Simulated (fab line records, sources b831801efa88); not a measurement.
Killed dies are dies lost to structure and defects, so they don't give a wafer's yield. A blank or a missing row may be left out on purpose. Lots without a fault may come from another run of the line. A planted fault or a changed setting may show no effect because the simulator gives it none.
Which tool did it? | flow gf180mcu | 12 lots, 36 wafers sampled, at 6 steps of a route of 602

WHAT THE GAUGES READ, wafer by wafer
GF_VT_IMPLANT_OVL_MEAS_18.
lot  | measured     | on         | VT_IMPLANT_01_OVL (nm)
L539 | day 6 18:35  | overlay-02 | 3.7 -0.2 1.2
L540 | day 7 03:38  | overlay-02 | 2.3 2.1 2.1
L541 | day 7 09:44  | overlay-01 | 0.5 1.7 0.6
L549 | day 9 07:59  | overlay-01 | 0.4 2.4 0.7
L552 | day 10 04:32 | overlay-02 | 2.3 1.1 1.5
L553 | day 10 09:20 | overlay-01 | 2.4 2.0 0.9
L554 | day 10 17:44 | overlay-02 | -1.8 0.3 -0.9
L555 | day 11 02:33 | overlay-02 | 1.5 1.7 0.9
L556 | day 11 07:07 | overlay-01 | 1.5 -0.8 1.3
L557 | day 11 12:57 | overlay-02 | 0.8 -0.1 0.2
L558 | day 11 16:11 | overlay-02 | 3.3 2.2 2.5
L559 | day 12 07:11 | overlay-02 | 1.3 -1.0 1.5

GF_HV_LDD_CD_MEAS_31: target cd 400 nm.
lot  | measured     | on        | cd_nm (nm)
L539 | day 12 09:17 | cd_sem-02 | 401.4 401.4 401.8
L540 | day 12 16:56 | cd_sem-02 | 400.0 399.4 400.8
L541 | day 13 04:25 | cd_sem-02 | 395.7 398.4 400.9
L549 | day 15 07:45 | cd_sem-02 | - - -
L552 | day 16 09:18 | cd_sem-01 | 401.8 401.8 404.8
L553 | day 16 16:58 | cd_sem-02 | 396.3 399.9 397.5
L554 | day 17 05:18 | cd_sem-01 | 398.6 398.5 399.4
L555 | day 17 13:09 | cd_sem-02 | 406.0 405.3 402.2
L556 | day 17 18:18 | cd_sem-02 | 403.0 403.1 403.6
L557 | day 18 03:41 | cd_sem-02 | 400.5 399.4 401.1
L558 | day 18 06:36 | cd_sem-02 | 402.2 403.7 402.1
L559 | day 19 00:53 | cd_sem-02 | 399.6 402.8 402.2

GF_HV_LDD_TW_MEAS_38.
lot  | measured     | on            | HV_LDD_3_TW
L539 | day 12 10:08 | film_metro-04 | 1452 1440 1442
L540 | day 12 17:47 | film_metro-04 | 1449 1441 1443
L541 | day 13 05:16 | film_metro-04 | 1449 1447 1448
L549 | day 15 08:35 | film_metro-03 | 30 30 30
L552 | day 16 10:10 | film_metro-04 | 1439 1443 1445
L553 | day 16 17:48 | film_metro-03 | 1444 1445 1442
L554 | day 17 06:08 | film_metro-01 | 1457 1449 1447
L555 | day 17 14:01 | film_metro-03 | 1435 1429 1434
L556 | day 17 19:08 | film_metro-03 | 1429 1440 1438
L557 | day 18 04:31 | film_metro-03 | 1446 1449 1444
L558 | day 18 07:28 | film_metro-01 | 1434 1441 1429
L559 | day 19 01:44 | film_metro-01 | 1441 1441 1438

GF_SAB_THK_MEAS_01.
lot  | measured     | on            | SAB_CVD_00_THK (nm)
L539 | day 15 03:29 | film_metro-01 | 48.7 50.0 49.6
L540 | day 15 12:19 | film_metro-03 | 49.2 49.4 49.9
L541 | day 16 00:30 | film_metro-02 | 50.2 50.9 50.5
L552 | day 19 12:47 | film_metro-03 | 49.6 49.0 50.6
L553 | day 19 20:59 | film_metro-01 | 49.7 51.0 50.5
L554 | day 20 10:18 | film_metro-01 | 50.9 51.3 50.9
L555 | day 20 18:17 | film_metro-01 | 49.9 50.2 50.4
L556 | day 21 00:33 | film_metro-02 | 51.3 49.7 50.6
L557 | day 21 09:04 | film_metro-02 | 50.1 50.5 50.3
L558 | day 21 13:05 | film_metro-03 | 49.3 49.3 51.0
L559 | day 22 06:14 | film_metro-02 | 50.6 50.0 51.0

WHICH TOOL RAN EACH LOT (tool, then ch and the chambers of the sampled wafers, then the start)
lot  | GF_MVSD_STRIP_10                    | GF_HV_LDD_EXPOSE_28
L539 | plasma_asher-03 ch 0,1, day 4 22:20 | iline_stepper-01 ch 0, day 11 23:35
L540 | plasma_asher-02 ch 0,1, day 5 06:44 | iline_stepper-02 ch 0, day 12 07:19
L541 | plasma_asher-02 ch 0,1, day 5 13:02 | iline_stepper-01 ch 0, day 12 18:35
L549 | plasma_asher-02 ch 0,1, day 7 06:26 | iline_stepper-01 ch 0, day 14 20:49
L552 | plasma_asher-02 ch 0,1, day 8 02:17 | iline_stepper-01 ch 0, day 15 22:15
L553 | plasma_asher-01 ch 0,1, day 8 06:38 | iline_stepper-01 ch 0, day 16 06:07
L554 | plasma_asher-03 ch 0,1, day 8 14:47 | iline_stepper-01 ch 0, day 16 18:19
L555 | plasma_asher-03 ch 0,1, day 8 22:22 | iline_stepper-01 ch 0, day 17 01:23
L556 | plasma_asher-03 ch 1, day 9 01:28   | iline_stepper-02 ch 0, day 17 06:46
L557 | plasma_asher-03 ch 0,1, day 9 06:42 | iline_stepper-01 ch 0, day 17 16:31
L558 | plasma_asher-03 ch 0,1, day 9 10:07 | iline_stepper-02 ch 0, day 17 19:22
L559 | plasma_asher-02 ch 0,1, day 9 21:52 | iline_stepper-01 ch 0, day 18 12:50
- GF_MVSD_STRIP_10: strips in O2/N2.
- GF_HV_LDD_EXPOSE_28: exposes mask Nplus HV AREA, target cd 400 nm.

WHAT THE TOOLS THEMSELVES READ (means of the sampled wafers that have a number; where no wafer has one, the mark that the record gives instead)
GF_MVSD_STRIP_10.
lot  | tool            | drypump_motor_current_A (A) | heater_power_w (W) | o2_flow_sccm (sccm) | oes_product_au (a.u.) | strip_time_to_endpoint_s (s)
L539 | plasma_asher-03 | 5.5                         | 313                | 3003                | 0.722                 | 37.14
L540 | plasma_asher-02 | 6.3                         | 286                | 2993                | 0.719                 | 37.10
L541 | plasma_asher-02 | 6.3                         | 286                | 3009                | 0.720                 | 36.91
L549 | plasma_asher-02 | 6.3                         | 287                | 3006                | 0.718                 | 37.05
L552 | plasma_asher-02 | 6.3                         | 288                | 3000                | 0.725                 | 37.02
L553 | plasma_asher-01 | 5.2                         | 305                | 3003                | 0.724                 | 36.98
L554 | plasma_asher-03 | 5.5                         | 310                | 2998                | 0.719                 | 37.03
L555 | plasma_asher-03 | 5.9                         | 316                | 3005                | 0.722                 | 37.15
L556 | plasma_asher-03 | 6.3                         | 329                | 2992                | 0.722                 | 36.96
L557 | plasma_asher-03 | 5.9                         | 324                | 3009                | 0.724                 | 37.08
L558 | plasma_asher-03 | 5.9                         | 321                | 3004                | 0.723                 | 37.01
L559 | plasma_asher-02 | 6.3                         | 302                | 3007                | 0.723                 | 36.96

THE ANSWER, worked out from the rows above alone
Rule: what is usual is taken from the lots themselves. Put in order of their means at a reading, lots are off if they are a third of the lots or fewer, leave a main group of 4 or more, and stand apart from it by a gap of 3 or more times the standard deviation of the main group's means; of several such gaps the widest counts. A main group whose means are all the same, to the digits that the tables above print for the reading, isn't used. A lot without any number at a reading at which 4 lots or more have one is off too. The other lots that the step has rows for count as sound. The gauges are gone through in route order, then the tools' own readings, and for those a lot's mean is taken as printed above. The first step at which some lot is off is used, and at that step the reading that is off furthest; a lot without a number counts as furthest.
Off: L549, at GF_HV_LDD_CD_MEAS_31 (cd_nm). Without a number there: L549. The main group: mean 401.1 nm, standard deviation 2.1.
A tool fits if, at a process step before that reading, it ran every lot that is off, and no sound lot after the first of them. The gauges at GF_HV_LDD_CD_MEAS_31 aren't tried: what is off there is off at GF_HV_LDD_TW_MEAS_38 too, on other tools, and a gauge's error can't cause that. None of those tried fits.

WHAT THE SIMULATOR HAD PUT IN
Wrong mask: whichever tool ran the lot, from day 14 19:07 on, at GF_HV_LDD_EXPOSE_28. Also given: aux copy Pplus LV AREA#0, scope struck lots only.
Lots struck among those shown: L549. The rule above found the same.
